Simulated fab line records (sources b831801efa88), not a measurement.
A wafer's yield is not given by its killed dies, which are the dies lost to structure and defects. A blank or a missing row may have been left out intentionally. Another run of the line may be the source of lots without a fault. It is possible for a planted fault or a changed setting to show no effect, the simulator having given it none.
What tool caused it?	flow sky130	37 wafers from 13 lots sampled at 5 of the route's 708 steps

## WHAT THE GAUGES SHOWED, per wafer
Not one reading of a measure or inspect step in the record can be checked against a usual standard deviation.

## WHICH TOOL RAN EACH LOT (tool, then ch and the chambers of the sampled wafers, then the start)
lot	SKY_CONTACT_ETCH_18	SKY_CONTACT_STRIP_19	SKY_CONTACT_CMP_27	SKY_METAL1_SPUTTER_00	SKY_PAD_OPEN_PROBE_99
L123	rie_diel-01 ch 0,1,2, day 31 08:00	plasma_asher-04 ch 0,1, day 31 08:23	cmp-01 ch 0,1, day 31 09:49	pvd_sputter-01, day 31 10:07	-
L125	rie_diel-01 ch 0,1,3, day 32 01:00	plasma_asher-02 ch 1, day 32 01:34	cmp-02 ch 1,2, day 32 02:33	pvd_sputter-04, day 32 02:51	-
L126	rie_diel-02 ch 1,2, day 32 06:00	plasma_asher-01 ch 0,1, day 32 06:04	cmp-01 ch 0,2,3, day 32 07:01	pvd_sputter-02, day 32 07:19	-
L129	rie_diel-03 ch 0,1,2, day 33 09:00	plasma_asher-02 ch 0,1, day 33 09:43	cmp-02 ch 0,1,2, day 33 10:59	pvd_sputter-02, day 33 11:17	-
L130	rie_diel-01 ch 2,3, day 33 21:00	plasma_asher-04 ch 0,1, day 33 21:22	cmp-02 ch 0,1,2, day 33 22:26	pvd_sputter-02, day 33 22:38	prober-02, day 47 10:37
L131	rie_diel-03 ch 0,1,3, day 34 18:00	plasma_asher-02 ch 0,1, day 34 18:40	cmp-02 ch 0,2,3, day 34 19:37	pvd_sputter-02, day 34 19:55	prober-01, day 48 02:07
L132	rie_diel-02 ch 2,3, day 35 11:00	plasma_asher-02 ch 0,1, day 35 11:44	cmp-02 ch 0,1,3, day 35 12:44	pvd_sputter-04, day 35 12:56	-
L133	rie_diel-03 ch 0,3, day 35 11:00	plasma_asher-04 ch 0,1, day 35 11:55	cmp-01 ch 1,2,3, day 35 12:56	pvd_sputter-02, day 35 13:11	prober-01, day 48 16:02
L136	rie_diel-01 ch 1,2, day 36 11:00	plasma_asher-04 ch 0,1, day 36 11:28	cmp-02 ch 0,1,2, day 36 12:33	pvd_sputter-04, day 36 12:45	prober-02, day 49 09:55
L137	rie_diel-03 ch 0,1, day 36 12:00	plasma_asher-04 ch 1, day 36 12:37	cmp-01 ch 0,3, day 36 13:34	pvd_sputter-01, day 36 13:52	prober-01, day 49 10:17
L139	rie_diel-03 ch 0,1, day 36 20:00	plasma_asher-02 ch 0,1, day 36 20:53	cmp-01 ch 1,2, day 36 21:53	pvd_sputter-01, day 36 22:08	prober-01, day 49 17:14
L145	rie_diel-02 ch 0,3, day 38 12:00	plasma_asher-01 ch 0,1, day 38 12:31	cmp-01 ch 1,2,3, day 38 13:33	pvd_sputter-01, day 38 13:45	-
L146	rie_diel-02 ch 1,2, day 38 16:00	plasma_asher-01 ch 0,1, day 38 16:13	cmp-01 ch 1,2,3, day 38 17:13	pvd_sputter-01, day 38 17:28	prober-02, day 50 21:10
- SKY_CONTACT_ETCH_18: etches Si3N4 in CHF3/O2, stops on TiN, time 39 s, target depth 75 nm.
- SKY_CONTACT_STRIP_19: strips in O2/N2.
- SKY_CONTACT_CMP_27: polishes, stops on SiO2, t overpolish 15 s, target thk 0 nm.
- SKY_METAL1_SPUTTER_00: material Ti, target thk 15 nm, time 10 s.
- SKY_PAD_OPEN_PROBE_99

## AS READ BY THE TOOLS THEMSELVES (means over the sampled wafers that have a number; for cases with no such wafer, the mark the record gives instead)
SKY_CONTACT_ETCH_18. Usual: drypump_motor_current_A 5.7 A, standard deviation 0.32; oes_product_au 0.854 a.u., standard deviation 0.0081; throttle_valve_pct 8.793 %, standard deviation 0.0095.
lot	tool	drypump_motor_current_A (A)	oes_product_au (a.u.)	throttle_valve_pct (%)	flag
L123	rie_diel-01	5.5	0.864	8.790	
L125	rie_diel-01	5.7	0.854	8.791	
L126	rie_diel-02	6.1	0.856	8.793	
L129	rie_diel-03	5.6	0.853	8.782	
L130	rie_diel-01	5.3	0.853	8.786	
L131	rie_diel-03	5.8	0.852	8.795	
L132	rie_diel-02	5.9	0.855	8.793	
L133	rie_diel-03	5.8	0.858	8.791	
L136	rie_diel-01	5.7	0.854	8.799	
L137	rie_diel-03	5.8	0.842	8.806	
L139	rie_diel-03	5.7	0.847	8.797	
L145	rie_diel-02	6.0	0.849	8.785	
L146	rie_diel-02	6.2	0.854	8.800	

SKY_CONTACT_STRIP_19. Usual: drypump_motor_current_A 5.5 A, standard deviation 0.43; o2_flow_sccm 3000 sccm, standard deviation 8.4; oes_product_au 0.380 a.u., standard deviation 0.0047; strip_time_to_endpoint_s 3.610 s, standard deviation 0.026.
lot	tool	drypump_motor_current_A (A)	o2_flow_sccm (sccm)	oes_product_au (a.u.)	strip_time_to_endpoint_s (s)	flag
L123	plasma_asher-04	5.8	3006	0.382	3.590	
L125	plasma_asher-02	4.7	3003	0.379	3.592	
L126	plasma_asher-01	5.3	3001	0.378	3.603	
L129	plasma_asher-02	5.0	3004	0.378	3.602	
L130	plasma_asher-04	5.9	2990	0.384	3.609	
L131	plasma_asher-02	5.4	2999	0.379	3.622	
L132	plasma_asher-02	5.4	2996	0.381	3.612	
L133	plasma_asher-04	5.9	2993	0.381	3.617	
L136	plasma_asher-04	5.9	3004	0.379	3.612	
L137	plasma_asher-04	5.8	2999	0.382	3.712	OFF
L139	plasma_asher-02	5.2	2992	0.383	3.732	OFF
L145	plasma_asher-01	5.4	3003	0.379	3.662	
L146	plasma_asher-01	5.4	2999	0.383	3.631	

SKY_CONTACT_CMP_27. Usual: motor_current_A 10.6 A, standard deviation 0.65; slurry_filter_dp_kPa 13.51 kPa, standard deviation 0.14.
lot	tool	motor_current_A (A)	slurry_filter_dp_kPa (kPa)	flag
L123	cmp-01	10.3	13.51	
L125	cmp-02	10.7	13.61	
L126	cmp-01	11.2	13.48	
L129	cmp-02	10.3	13.48	
L130	cmp-02	10.2	13.57	
L131	cmp-02	10.6	13.56	
L132	cmp-02	10.6	13.52	
L133	cmp-01	11.7	13.47	
L136	cmp-02	10.5	13.44	
L137	cmp-01	10.6	13.52	
L139	cmp-01	10.9	13.45	
L145	cmp-01	11.4	13.50	
L146	cmp-01	11.3	13.54	

SKY_METAL1_SPUTTER_00. Usual: throttle_valve_pct reads 29.5 % (standard deviation 0.91).
lot	tool	throttle_valve_pct (%)	flag
L123	pvd_sputter-01	28.9	
L125	pvd_sputter-04	30.2	
L126	pvd_sputter-02	29.0	
L129	pvd_sputter-02	29.0	
L130	pvd_sputter-02	29.7	
L131	pvd_sputter-02	29.5	
L132	pvd_sputter-04	29.5	
L133	pvd_sputter-02	29.2	
L136	pvd_sputter-04	29.8	
L137	pvd_sputter-01	29.4	
L139	pvd_sputter-01	29.3	
L145	pvd_sputter-01	29.5	
L146	pvd_sputter-01	29.6	

SKY_PAD_OPEN_PROBE_99. Usual: killed_at_M0_to_M3 43, standard deviation 7.8; killed_at_M4_up 3.2, standard deviation 1.7; killed_at_contacts 24, standard deviation 5.2; killed_at_front_end 15, standard deviation 4.5; killed_at_other 0.4, standard deviation 0.65; killed_dies 87, standard deviation 9.1; killed_on_rim 17, standard deviation 3.5; killed_open 47, standard deviation 7.3; killed_short 40, standard deviation 6.5.
lot	tool	killed_at_M0_to_M3	killed_at_M4_up	killed_at_contacts	killed_at_front_end	killed_at_other	killed_dies	killed_on_rim	killed_open	killed_short	flag
L130	prober-02	41	2.0	26	15	0.0	84	16	44	40	
L131	prober-01	45	4.7	24	18	0.7	92	16	47	44	
L133	prober-01	44	4.7	19	17	0.3	84	18	41	44	
L136	prober-02	48	5.3	22	12	0.0	87	16	44	43	
L137	prober-01	54	1.0	190	17	0.5	264	60	54	40	OFF
L139	prober-01	42	5.0	180	15	0.0	242	54	42	44	OFF
L146	prober-02	34	3.0	27	16	0.0	80	18	42	37	

## THE ANSWER, worked out from the rows above alone
Rule: a lot is off if the mean of its wafers that have a number lies more than 3 standard deviations from the usual mean. Also off: a lot with no number at a reading for which 4 or more lots have one. The other lots that the step has rows for count as sound. After the gauges, taken in route order, come the tools' own readings; for these a lot's mean is taken, as printed above. At the first step where some lot is off, the reading lying furthest off is the one used; lots without a number count as furthest.
Off at SKY_CONTACT_STRIP_19 (strip_time_to_endpoint_s): L137, L139.
A tool fits if, at that step or a process step before it, it ran every lot that is off, and no sound lot after the first of them. One fits: rie_diel-03 at SKY_CONTACT_ETCH_18. Its last sound lot is L133 (day 35 11:00), its first lot that is off L137 (day 36 12:00): a fault that began between those two fits.

## WHAT THE SIMULATOR HAD INSERTED
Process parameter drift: rie_diel-03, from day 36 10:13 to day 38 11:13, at SKY_CONTACT_ETCH_18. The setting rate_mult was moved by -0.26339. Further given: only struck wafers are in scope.
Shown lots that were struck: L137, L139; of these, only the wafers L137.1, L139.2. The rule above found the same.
